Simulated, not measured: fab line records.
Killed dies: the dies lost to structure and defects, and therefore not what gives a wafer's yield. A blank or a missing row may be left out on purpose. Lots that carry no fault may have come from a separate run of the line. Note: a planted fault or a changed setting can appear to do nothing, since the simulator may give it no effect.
Which tool is to blame? ; flow sky130 ; Sampling: 6 lots, 18 wafers, 2 of 708 route steps

## WHAT EACH GAUGE READ, for each wafer
SKY_METAL1_CD_MEAS_15: target cd 140 nm.
lot;measured;on;cd nm (nm)
L963;day 34 06:54;cd sem-01;140.3 140.8 140.7
L965;day 35 06:04;cd sem-02;137.7 138.3 138.1
L969;day 36 14:18;cd sem-02;140.6 140.9 139.4
L983;day 40 13:40;cd sem-01;140.6 142.4 140.4
L985;day 40 22:56;cd sem-02;143.6 143.2 141.8

## TOOL THAT RAN EACH LOT (tool first, then ch and the chambers of the sampled wafers, then the start)
lot;SKY_SONOS_ONO_STRIP_17
L963;plasma asher-03 ch 0,1, day 13 21:22
L965;plasma asher-02 ch 0,1, day 14 12:49
L969;plasma asher-03 ch 0,1, day 15 23:40
L975;plasma asher-02 ch 0,1, day 17 18:05
L983;plasma asher-03 ch 0,1, day 20 17:29
L985;plasma asher-03 ch 0,1, day 21 05:49
- SKY_SONOS_ONO_STRIP_17: strips in O2/N2.

## THE ANSWER, worked out from the rows above alone
Rule: the lots themselves supply what counts as usual. Put in order of their means at a reading, lots are off if they are a third of the lots or fewer, leave a main group of 4 or more, and stand apart from it by a gap of 3 or more times the standard deviation of the main group's means; of several such gaps the widest counts. If all means in a main group match to the digits the tables above print for the reading, that group is not used. A lot without any number at a reading at which 4 lots or more have one is off too. The other lots that the step has rows for count as sound.
Across all readings shown, no lot is off: no conclusion can be drawn from this.

## WHAT THE SIMULATOR HAD INSERTED
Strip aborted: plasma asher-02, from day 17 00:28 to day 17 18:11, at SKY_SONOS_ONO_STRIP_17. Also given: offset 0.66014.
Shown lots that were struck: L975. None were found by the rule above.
